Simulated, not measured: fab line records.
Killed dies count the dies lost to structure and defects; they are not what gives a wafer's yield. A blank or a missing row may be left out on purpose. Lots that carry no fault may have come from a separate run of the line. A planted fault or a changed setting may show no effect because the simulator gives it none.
Matching of chambers || flow sfq_line || SFQ_TRILAYER_I6_CMP_CMP_166 on cmp-01: 4 sister chambers
The step polishes SiO2. 14 wafers are shown with their chamber, then 6 later ones without.

## EACH WAFER AND ITS CHAMBER
{"wafer": "L203.3", "chamber": 0, "motor_current_A (A)": 11.4, "time_to_endpoint_s (s)": 212}
{"wafer": "L203.5", "chamber": 1, "motor_current_A (A)": 8.7, "time_to_endpoint_s (s)": 211}
{"wafer": "L203.6", "chamber": 2, "motor_current_A (A)": 9.8, "time_to_endpoint_s (s)": 221}
{"wafer": "L206.2", "chamber": 2, "motor_current_A (A)": 9.7, "time_to_endpoint_s (s)": 205}
{"wafer": "L206.3", "chamber": 3, "motor_current_A (A)": 12.2, "time_to_endpoint_s (s)": 207}
{"wafer": "L206.5", "chamber": 1, "motor_current_A (A)": 8.5, "time_to_endpoint_s (s)": 211}
{"wafer": "L207.1", "chamber": 2, "motor_current_A (A)": 10.1, "time_to_endpoint_s (s)": 212}
{"wafer": "L207.3", "chamber": 1, "motor_current_A (A)": 8.8, "time_to_endpoint_s (s)": 212}
{"wafer": "L207.5", "chamber": 0, "motor_current_A (A)": 11.4, "time_to_endpoint_s (s)": 211}
{"wafer": "L209.1", "chamber": 2, "motor_current_A (A)": 10.1, "time_to_endpoint_s (s)": 220}
{"wafer": "L209.3", "chamber": 1, "motor_current_A (A)": 8.4, "time_to_endpoint_s (s)": 218}
{"wafer": "L209.5", "chamber": 2, "motor_current_A (A)": 10.2, "time_to_endpoint_s (s)": 217}
{"wafer": "L210.3", "chamber": 3, "motor_current_A (A)": 11.6, "time_to_endpoint_s (s)": 209}
{"wafer": "L210.4", "chamber": 0, "motor_current_A (A)": 11.1, "time_to_endpoint_s (s)": 216}

SIGNATURES, as means of the wafers listed above
{"reading": "motor_current_A", "chamber 0": 11.300, "chamber 1": 8.600, "chamber 2": 9.980, "chamber 3": 11.900, "scatter within a chamber": 0.23}
{"reading": "time_to_endpoint_s", "chamber 0": 213.00, "chamber 1": 213.00, "chamber 2": 215.00, "chamber 3": 208.00, "scatter within a chamber": 4.73}
Rule: a wafer's distance from a chamber is the root of the sum, over the readings, of the square of ((its reading less the chamber's mean) divided by the reading's scatter). If the next closest chamber is less than 2 further off than the closest, the wafer can't be placed; otherwise it belongs to the closest. The scatter is the square root of a quotient: the sum, over the shown wafers, of each reading's squared deviation from its chamber's mean, divided by wafers minus chambers.

## WAFERS WITH NO CHAMBER GIVEN
{"wafer": "L210.6", "motor_current_A (A)": 9.7, "time_to_endpoint_s (s)": 223}
{"wafer": "L215.6", "motor_current_A (A)": 11.5, "time_to_endpoint_s (s)": 219}
{"wafer": "L216.1", "motor_current_A (A)": 11.2, "time_to_endpoint_s (s)": 214}
{"wafer": "L216.2", "motor_current_A (A)": 10.1, "time_to_endpoint_s (s)": 214}
{"wafer": "L217.2", "motor_current_A (A)": 11.2, "time_to_endpoint_s (s)": 211}
{"wafer": "L217.6", "motor_current_A (A)": 10.1, "time_to_endpoint_s (s)": 223}

## CHAMBER TAKEN BY EACH
{"wafer": "L210.6", "from the rows above": 2, "in truth": 2}
{"wafer": "L215.6", "from the rows above": "can't be placed: 0 or 3", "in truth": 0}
{"wafer": "L216.1", "from the rows above": 0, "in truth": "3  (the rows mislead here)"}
{"wafer": "L216.2", "from the rows above": 2, "in truth": 2}
{"wafer": "L217.2", "from the rows above": 0, "in truth": 0}
{"wafer": "L217.6", "from the rows above": 2, "in truth": 2}
Correctly placed: 4 of 6. Not placeable from these rows: 1 (in 1, the candidates include the true chamber). Wrongly placed: 1.
